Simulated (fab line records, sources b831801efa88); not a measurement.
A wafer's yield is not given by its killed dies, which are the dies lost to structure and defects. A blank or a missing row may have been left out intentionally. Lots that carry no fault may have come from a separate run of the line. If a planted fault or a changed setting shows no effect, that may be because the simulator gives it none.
Which tool is to blame?    flow gf180mcu    at 1 step of a route of 602, 6 lots with 18 wafers sampled

WHAT THE GAUGES READ, wafer by wafer
GF_CONTACT_THK_MEAS_26: measures by xrf.
lot   measured      on             CONTACT_W_THK (nm)
L803  day 16 13:11  film-metro-01  308 320 318
L806  day 17 15:56  film-metro-01  309 312 313
L811  day 19 13:53  film-metro-02  318 317 314
L816  day 21 08:48  film-metro-02  327 317 318
L818  day 22 01:33  film-metro-02  319 317 318
L823  day 23 20:06  film-metro-02  315 316 318

WHAT TOOL EACH LOT RAN ON (gives the tool, then ch and the chambers of the sampled wafers, and finally the start)
The record holds no process step before these readings.

THE ANSWER, worked out from the rows above alone
Rule: the usual values come from the lots themselves. Put in order of their means at a reading, lots are off if they are a third of the lots or fewer, leave a main group of 4 or more, and stand apart from it by a gap of 3 or more times the standard deviation of the main group's means; of several such gaps the widest counts. The tables above print the reading to a certain number of digits; a main group whose means all agree to those digits is not used. Also off: a lot with no number at a reading for which 4 or more lots have one. All remaining lots with rows at the step are treated as sound.
No lot is off at any reading shown: from this, nothing can be told.

WHAT THE SIMULATOR HAD INSERTED
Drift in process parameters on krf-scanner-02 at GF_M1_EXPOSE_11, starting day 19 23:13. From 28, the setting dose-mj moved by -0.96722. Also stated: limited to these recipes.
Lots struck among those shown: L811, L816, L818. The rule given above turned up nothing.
